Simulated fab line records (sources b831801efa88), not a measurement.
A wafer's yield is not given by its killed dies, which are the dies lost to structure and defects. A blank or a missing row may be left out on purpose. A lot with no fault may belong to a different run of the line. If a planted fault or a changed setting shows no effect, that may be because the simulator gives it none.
Which tool did it? || flow gf180mcu || Sampling: 12 lots, 36 wafers, 5 of 602 route steps

== WHAT THE GAUGES SHOWED, per wafer ==
GF_M5_OVL_MEAS_08.
{"lot": "L161", "measured": "day 26 11:52", "on": "overlay-01", "M5_OVL (nm)": "7 6 8"}
{"lot": "L163", "measured": "day 27 09:08", "on": "overlay-01", "M5_OVL (nm)": "8 -2 4"}
{"lot": "L166", "measured": "day 28 08:38", "on": "overlay-02", "M5_OVL (nm)": "4 0 -2"}
{"lot": "L167", "measured": "day 28 19:45", "on": "overlay-02", "M5_OVL (nm)": "-6 -8 2"}
{"lot": "L169", "measured": "day 29 02:38", "on": "overlay-02", "M5_OVL (nm)": "3 1 5"}
{"lot": "L173", "measured": "day 30 08:28", "on": "overlay-02", "M5_OVL (nm)": "5 -3 4"}
{"lot": "L174", "measured": "day 30 12:37", "on": "overlay-02", "M5_OVL (nm)": "-5 -3 5"}
{"lot": "L177", "measured": "day 31 09:58", "on": "overlay-01", "M5_OVL (nm)": "4 -1 1"}
{"lot": "L179", "measured": "day 31 21:13", "on": "overlay-02", "M5_OVL (nm)": "-8 4 5"}
{"lot": "L181", "measured": "day 32 11:07", "on": "overlay-02", "M5_OVL (nm)": "0 -4 -5"}
{"lot": "L182", "measured": "day 32 17:06", "on": "overlay-02", "M5_OVL (nm)": "-1 1 -4"}
{"lot": "L183", "measured": "day 33 00:22", "on": "overlay-02", "M5_OVL (nm)": "2 -2 3"}

GF_V5_THK_MEAS_03.
{"lot": "L161", "measured": "day 26 12:50", "on": "filmMetro-01", "V5_CVD_02_THK (nm)": "1434 1428 1446"}
{"lot": "L163", "measured": "day 27 10:08", "on": "filmMetro-01", "V5_CVD_02_THK (nm)": "1465 1475 1471"}
{"lot": "L166", "measured": "day 28 09:35", "on": "filmMetro-04", "V5_CVD_02_THK (nm)": "1460 1480 1480"}
{"lot": "L167", "measured": "day 28 20:41", "on": "filmMetro-03", "V5_CVD_02_THK (nm)": "1465 1450 1468"}
{"lot": "L169", "measured": "day 29 03:35", "on": "filmMetro-04", "V5_CVD_02_THK (nm)": "1439 1454 1483"}
{"lot": "L173", "measured": "day 30 09:27", "on": "filmMetro-01", "V5_CVD_02_THK (nm)": "1447 1458 1480"}
{"lot": "L174", "measured": "day 30 13:33", "on": "filmMetro-04", "V5_CVD_02_THK (nm)": "1459 1441 1463"}
{"lot": "L177", "measured": "day 31 10:55", "on": "filmMetro-01", "V5_CVD_02_THK (nm)": "1456 1442 1472"}
{"lot": "L179", "measured": "day 31 22:20", "on": "filmMetro-03", "V5_CVD_02_THK (nm)": "1474 1462 1468"}
{"lot": "L181", "measured": "day 32 12:36", "on": "filmMetro-01", "V5_CVD_02_THK (nm)": "1434 1483 1487"}
{"lot": "L182", "measured": "day 32 18:04", "on": "filmMetro-01", "V5_CVD_02_THK (nm)": "1440 1426 1465"}
{"lot": "L183", "measured": "day 33 01:18", "on": "filmMetro-03", "V5_CVD_02_THK (nm)": "1438 1462 1461"}

GF_V5_CD_MEAS_14: the cd target is 260 nm.
{"lot": "L161", "measured": "day 27 10:12", "on": "cdSem-02", "cdNm (nm)": "260.1 261.9 261.2"}
{"lot": "L163", "measured": "day 28 06:14", "on": "cdSem-02", "cdNm (nm)": "261.6 261.5 260.3"}
{"lot": "L166", "measured": "day 29 05:53", "on": "cdSem-02", "cdNm (nm)": "259.3 259.1 259.0"}
{"lot": "L167", "measured": "day 29 16:19", "on": "cdSem-02", "cdNm (nm)": "259.8 260.6 262.8"}
{"lot": "L169", "measured": "day 29 22:45", "on": "cdSem-02", "cdNm (nm)": "257.9 257.2 257.4"}
{"lot": "L173", "measured": "day 31 03:47", "on": "cdSem-01", "cdNm (nm)": "260.0 259.6 259.9"}
{"lot": "L174", "measured": "day 31 06:47", "on": "cdSem-02", "cdNm (nm)": "254.2 254.0 253.8"}
{"lot": "L177", "measured": "day 32 04:10", "on": "cdSem-02", "cdNm (nm)": "257.1 256.3 256.8"}
{"lot": "L179", "measured": "day 32 14:46", "on": "cdSem-02", "cdNm (nm)": "256.9 258.5 257.0"}
{"lot": "L181", "measured": "day 33 04:34", "on": "cdSem-02", "cdNm (nm)": "259.2 260.5 259.8"}
{"lot": "L182", "measured": "day 33 09:47", "on": "cdSem-01", "cdNm (nm)": "261.1 260.8 261.5"}
{"lot": "L183", "measured": "day 33 16:59", "on": "cdSem-02", "cdNm (nm)": "259.3 259.5 258.7"}

== EACH LOT AND THE TOOL THAT RAN IT (in order: tool; ch and the chambers of the sampled wafers; start) ==
{"lot": "L161", "GF_MIM_METAL_ETCH_19": "rieMetal-02 ch 0,1, day 25 14:12", "GF_V5_PEB_12": "lithoTrack-03 ch 0, day 27 09:45"}
{"lot": "L163", "GF_MIM_METAL_ETCH_19": "rieMetal-02 ch 0,1, day 26 12:04", "GF_V5_PEB_12": "lithoTrack-01 ch 0, day 28 05:50"}
{"lot": "L166", "GF_MIM_METAL_ETCH_19": "rieMetal-02 ch 0,1, day 27 12:12", "GF_V5_PEB_12": "lithoTrack-02 ch 0, day 29 05:34"}
{"lot": "L167", "GF_MIM_METAL_ETCH_19": "rieMetal-04 ch 0,1, day 27 23:27", "GF_V5_PEB_12": "lithoTrack-03 ch 0, day 29 15:54"}
{"lot": "L169", "GF_MIM_METAL_ETCH_19": "rieMetal-04 ch 0,1, day 28 06:59", "GF_V5_PEB_12": "lithoTrack-01 ch 0, day 29 22:25"}
{"lot": "L173", "GF_MIM_METAL_ETCH_19": "rieMetal-04 ch 0,1, day 29 12:53", "GF_V5_PEB_12": "lithoTrack-01 ch 0, day 31 03:26"}
{"lot": "L174", "GF_MIM_METAL_ETCH_19": "rieMetal-01 ch 0,1, day 29 17:38", "GF_V5_PEB_12": "lithoTrack-01 ch 0, day 31 06:26"}
{"lot": "L177", "GF_MIM_METAL_ETCH_19": "rieMetal-04 ch 0,1, day 30 15:49", "GF_V5_PEB_12": "lithoTrack-01 ch 0, day 32 03:51"}
{"lot": "L179", "GF_MIM_METAL_ETCH_19": "rieMetal-01 ch 0,1, day 31 03:28", "GF_V5_PEB_12": "lithoTrack-01 ch 0, day 32 14:27"}
{"lot": "L181", "GF_MIM_METAL_ETCH_19": "rieMetal-04 ch 0,1, day 31 17:33", "GF_V5_PEB_12": "lithoTrack-02 ch 0, day 33 04:13"}
{"lot": "L182", "GF_MIM_METAL_ETCH_19": "rieMetal-01 ch 0,1, day 31 23:59", "GF_V5_PEB_12": "lithoTrack-02 ch 0, day 33 09:26"}
{"lot": "L183", "GF_MIM_METAL_ETCH_19": "rieMetal-02 ch 0,1, day 32 07:20", "GF_V5_PEB_12": "lithoTrack-02 ch 0, day 33 16:38"}
- GF_MIM_METAL_ETCH_19: etches the open film in Cl2/BCl3, stops on Si3N4, target depth 324.5 nm, time 54.1 s.
- GF_V5_PEB_12: peb time 90 s.

== WHAT THE TOOLS THEMSELVES READ (means of the sampled wafers that have a number; where no wafer has one, the mark that the record gives instead) ==
GF_MIM_METAL_ETCH_19.
{"lot": "L161", "tool": "rieMetal-02", "drypumpMotorCurrentA (A)": 6.1, "oesProductAu (a.u.)": 0.946, "throttleValvePct (%)": 28.275}
{"lot": "L163", "tool": "rieMetal-02", "drypumpMotorCurrentA (A)": 6.1, "oesProductAu (a.u.)": 0.944, "throttleValvePct (%)": 28.286}
{"lot": "L166", "tool": "rieMetal-02", "drypumpMotorCurrentA (A)": 6.1, "oesProductAu (a.u.)": 0.941, "throttleValvePct (%)": 28.282}
{"lot": "L167", "tool": "rieMetal-04", "drypumpMotorCurrentA (A)": 5.2, "oesProductAu (a.u.)": 0.942, "throttleValvePct (%)": 28.277}
{"lot": "L169", "tool": "rieMetal-04", "drypumpMotorCurrentA (A)": 5.4, "oesProductAu (a.u.)": 0.950, "throttleValvePct (%)": 28.268}
{"lot": "L173", "tool": "rieMetal-04", "drypumpMotorCurrentA (A)": 5.3, "oesProductAu (a.u.)": 0.948, "throttleValvePct (%)": 28.272}
{"lot": "L174", "tool": "rieMetal-01", "drypumpMotorCurrentA (A)": 6.2, "oesProductAu (a.u.)": 0.957, "throttleValvePct (%)": 28.277}
{"lot": "L177", "tool": "rieMetal-04", "drypumpMotorCurrentA (A)": 5.2, "oesProductAu (a.u.)": 0.944, "throttleValvePct (%)": 28.280}
{"lot": "L179", "tool": "rieMetal-01", "drypumpMotorCurrentA (A)": 6.2, "oesProductAu (a.u.)": 0.941, "throttleValvePct (%)": 28.285}
{"lot": "L181", "tool": "rieMetal-04", "drypumpMotorCurrentA (A)": 5.3, "oesProductAu (a.u.)": 0.943, "throttleValvePct (%)": 28.284}
{"lot": "L182", "tool": "rieMetal-01", "drypumpMotorCurrentA (A)": 6.2, "oesProductAu (a.u.)": 0.949, "throttleValvePct (%)": 28.269}
{"lot": "L183", "tool": "rieMetal-02", "drypumpMotorCurrentA (A)": 6.1, "oesProductAu (a.u.)": 0.958, "throttleValvePct (%)": 28.264}

GF_V5_PEB_12.
{"lot": "L161", "tool": "lithoTrack-03", "heaterPowerTotalW (W)": 85.71, "plateTempC (C)": 135.11}
{"lot": "L163", "tool": "lithoTrack-01", "heaterPowerTotalW (W)": 85.76, "plateTempC (C)": 135.03}
{"lot": "L166", "tool": "lithoTrack-02", "heaterPowerTotalW (W)": 85.76, "plateTempC (C)": 135.03}
{"lot": "L167", "tool": "lithoTrack-03", "heaterPowerTotalW (W)": 85.68, "plateTempC (C)": 134.77}
{"lot": "L169", "tool": "lithoTrack-01", "heaterPowerTotalW (W)": 85.71, "plateTempC (C)": 134.73}
{"lot": "L173", "tool": "lithoTrack-01", "heaterPowerTotalW (W)": 85.68, "plateTempC (C)": 134.91}
{"lot": "L174", "tool": "lithoTrack-01", "heaterPowerTotalW (W)": 84.55, "plateTempC (C)": 133.42}
{"lot": "L177", "tool": "lithoTrack-01", "heaterPowerTotalW (W)": 84.56, "plateTempC (C)": 133.62}
{"lot": "L179", "tool": "lithoTrack-01", "heaterPowerTotalW (W)": 84.54, "plateTempC (C)": 133.70}
{"lot": "L181", "tool": "lithoTrack-02", "heaterPowerTotalW (W)": 85.67, "plateTempC (C)": 135.11}
{"lot": "L182", "tool": "lithoTrack-02", "heaterPowerTotalW (W)": 85.78, "plateTempC (C)": 134.75}
{"lot": "L183", "tool": "lithoTrack-02", "heaterPowerTotalW (W)": 85.68, "plateTempC (C)": 134.97}

== THE ANSWER, worked out from the rows above alone ==
Rule: the usual values come from the lots themselves. Put in order of their means at a reading, lots are off if they are a third of the lots or fewer, leave a main group of 4 or more, and stand apart from it by a gap of 3 or more times the standard deviation of the main group's means; of several such gaps the widest counts. If all means in a main group match to the digits the tables above print for the reading, that group is not used. Also off: a lot with no number at a reading for which 4 or more lots have one. All remaining lots with rows at the step are treated as sound. The gauges are gone through in route order, then the tools' own readings, and for those a lot's mean is taken as printed above. The first step at which some lot is off is used, and at that step the reading that is off furthest; a lot without a number counts as furthest.
Off at GF_V5_PEB_12 (heaterPowerTotalW): L174, L177, L179. The main group has a mean of 85.71 W with a standard deviation of 0.039.
If a tool, at that step or one of the process steps before it, ran each lot that is off and ran no sound lot following the first of them, it fits. One candidate fits, namely lithoTrack-01 at GF_V5_PEB_12. A fault onset in the window from L173 (day 31 03:26, its last sound lot) to L174 (day 31 06:26, its first lot off) fits.
The tool's own readings at GF_V5_PEB_12 bear it out: on the lots that are off they differ by more than 5 times the standard deviation of the sound lots' means. heaterPowerTotalW reads 84.55 W there against 85.71 W on the sound lots; plateTempC reads 133.58 C there against 134.93 C on the sound lots.

== WHAT WAS PUT IN BY THE SIMULATOR ==
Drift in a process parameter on lithoTrack-01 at GF_V5_PEB_12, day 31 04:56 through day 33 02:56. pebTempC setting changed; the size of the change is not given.
Struck lots among those shown: L174, L177, L179. The rule above found the same.
